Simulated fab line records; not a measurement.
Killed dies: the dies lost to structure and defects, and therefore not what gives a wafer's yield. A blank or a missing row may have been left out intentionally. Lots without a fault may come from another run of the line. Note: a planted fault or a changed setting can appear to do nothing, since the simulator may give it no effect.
Which tool did it? :: flow gf180mcu :: Sampling: 13 lots, 39 wafers, 3 of 602 route steps

WHAT THE GAUGES READ, wafer by wafer
GF_V2_RS_MEAS_24: the measuring method here is four-point-probe.
lot: L734
measured: day 20 01:26
on: film_metro-01
V2_W_RS (ohm/sq): 0.329 0.332 0.329

lot: L735
measured: day 20 08:47
on: film_metro-01
V2_W_RS (ohm/sq): 0.328 0.332 0.326

lot: L736
measured: day 20 17:39
on: film_metro-03
V2_W_RS (ohm/sq): 0.324 0.323 0.327

lot: L737
measured: day 21 09:31
on: film_metro-04
V2_W_RS (ohm/sq): 0.327 0.330 0.325

lot: L738
measured: day 21 17:52
on: film_metro-04
V2_W_RS (ohm/sq): 0.324 0.325 0.319

lot: L740
measured: day 22 12:49
on: film_metro-01
V2_W_RS (ohm/sq): 0.333 0.332 0.328

lot: L744
measured: day 24 04:53
on: film_metro-04
V2_W_RS (ohm/sq): 0.327 0.328 0.329

lot: L749
measured: day 25 15:17
on: film_metro-03
V2_W_RS (ohm/sq): 0.333 0.331 0.328

lot: L751
measured: day 26 07:35
on: film_metro-01
V2_W_RS (ohm/sq): 0.328 0.328 0.331

lot: L750
measured: day 26 09:56
on: film_metro-04
V2_W_RS (ohm/sq): 0.320 0.325 0.323

lot: L753
measured: day 26 20:50
on: film_metro-04
V2_W_RS (ohm/sq): 0.328 0.327 0.332

lot: L754
measured: day 27 02:10
on: film_metro-03
V2_W_RS (ohm/sq): 0.325 0.335 0.331

lot: L755
measured: day 27 10:50
on: film_metro-01
V2_W_RS (ohm/sq): 0.327 0.325 0.324

GF_V3_THK_MEAS_03.
lot: L734
measured: day 21 02:30
on: film_metro-04
V3_CVD_02_THK (nm): 848 852 845

lot: L735
measured: day 21 10:19
on: film_metro-04
V3_CVD_02_THK (nm): 853 854 860

lot: L736
measured: day 21 19:19
on: film_metro-01
V3_CVD_02_THK (nm): 852 843 858

lot: L737
measured: day 22 10:52
on: film_metro-04
V3_CVD_02_THK (nm): 851 852 851

lot: L738
measured: day 22 19:17
on: film_metro-01
V3_CVD_02_THK (nm): 848 849 854

lot: L740
measured: day 23 12:58
on: film_metro-02
V3_CVD_02_THK (nm): 863 859 860

lot: L744
measured: day 25 05:05
on: film_metro-02
V3_CVD_02_THK (nm): 839 856 869

lot: L749
measured: day 26 14:11
on: film_metro-04
V3_CVD_02_THK (nm): 840 844 855

lot: L751
measured: day 27 17:46
on: film_metro-01
V3_CVD_02_THK (nm): 828 826 853

lot: L750
measured: day 27 07:13
on: film_metro-04
V3_CVD_02_THK (nm): 825 851 857

lot: L753
measured: day 27 19:31
on: film_metro-01
V3_CVD_02_THK (nm): 841 854 856

lot: L754
measured: day 27 23:00
on: film_metro-01
V3_CVD_02_THK (nm): 845 861 838

lot: L755
measured: day 28 07:30
on: film_metro-04
V3_CVD_02_THK (nm): 833 864 847

WHAT TOOL EACH LOT RAN ON (gives the tool, then ch and the chambers of the sampled wafers, and finally the start)
lot: L734
GF_V2_ETCH_17: rie_diel-01 ch 1,2, day 20 01:26 or earlier

lot: L735
GF_V2_ETCH_17: rie_diel-01 ch 0,2,3, day 20 08:47 or earlier

lot: L736
GF_V2_ETCH_17: rie_diel-02 ch 1,2,3, day 20 17:39 or earlier

lot: L737
GF_V2_ETCH_17: rie_diel-03 ch 0,2, day 21 09:31 or earlier

lot: L738
GF_V2_ETCH_17: rie_diel-03 ch 1,2,3, day 21 17:52 or earlier

lot: L740
GF_V2_ETCH_17: rie_diel-02 ch 1,3, day 22 12:49 or earlier

lot: L744
GF_V2_ETCH_17: rie_diel-01 ch 0,2,3, day 24 04:53 or earlier

lot: L749
GF_V2_ETCH_17: rie_diel-03 ch 0,3, day 25 15:17 or earlier

lot: L751
GF_V2_ETCH_17: rie_diel-01 ch 0,1,3, day 26 07:35 or earlier

lot: L750
GF_V2_ETCH_17: rie_diel-02 ch 0,1,3, day 26 09:56 or earlier

lot: L753
GF_V2_ETCH_17: rie_diel-03 ch 0,1,2, day 26 20:50 or earlier

lot: L754
GF_V2_ETCH_17: rie_diel-03 ch 0,1, day 27 02:10 or earlier

lot: L755
GF_V2_ETCH_17: rie_diel-01 ch 1,2,3, day 27 10:50 or earlier
- GF_V2_ETCH_17: etches SiO2 in C4F8/O2/Ar, stops on TiN, target depth 630 nm.

AS READ BY THE TOOLS THEMSELVES (means over the sampled wafers that have a number; for cases with no such wafer, the mark the record gives instead)
GF_V2_ETCH_17.
lot: L734
tool: rie_diel-01
oes_product_au (a.u.): 0.861

lot: L735
tool: rie_diel-01
oes_product_au (a.u.): 0.857

lot: L736
tool: rie_diel-02
oes_product_au (a.u.): 0.855

lot: L737
tool: rie_diel-03
oes_product_au (a.u.): 0.857

lot: L738
tool: rie_diel-03
oes_product_au (a.u.): 0.853

lot: L740
tool: rie_diel-02
oes_product_au (a.u.): 0.855

lot: L744
tool: rie_diel-01
oes_product_au (a.u.): 0.856

lot: L749
tool: rie_diel-03
oes_product_au (a.u.): 0.858

lot: L751
tool: rie_diel-01
oes_product_au (a.u.): 0.862

lot: L750
tool: rie_diel-02
oes_product_au (a.u.): 0.853

lot: L753
tool: rie_diel-03
oes_product_au (a.u.): 0.854

lot: L754
tool: rie_diel-03
oes_product_au (a.u.): 0.861

lot: L755
tool: rie_diel-01
oes_product_au (a.u.): 0.856

THE ANSWER, worked out from the rows above alone
Rule: what is usual is taken from the lots themselves. The widest of any qualifying gaps counts: lots, ordered by their means at a reading, are off when they make up no more than a third of the lots, leave a main group of 4 or more, and stand apart from it by 3 or more times the standard deviation of that group's means. A main group whose means are all the same, to the digits that the tables above print for the reading, isn't used. A lot without any number at a reading at which 4 lots or more have one is off too. Any other lot the step has rows for is counted as sound. First the gauges in route order, then the tools' own readings, where a lot's mean is used as printed above. At the first step where some lot is off, the reading lying furthest off is the one used; lots without a number count as furthest.
Across all readings shown, no lot is off: no conclusion can be drawn from this.

WHAT HAD BEEN PUT IN BY THE SIMULATOR
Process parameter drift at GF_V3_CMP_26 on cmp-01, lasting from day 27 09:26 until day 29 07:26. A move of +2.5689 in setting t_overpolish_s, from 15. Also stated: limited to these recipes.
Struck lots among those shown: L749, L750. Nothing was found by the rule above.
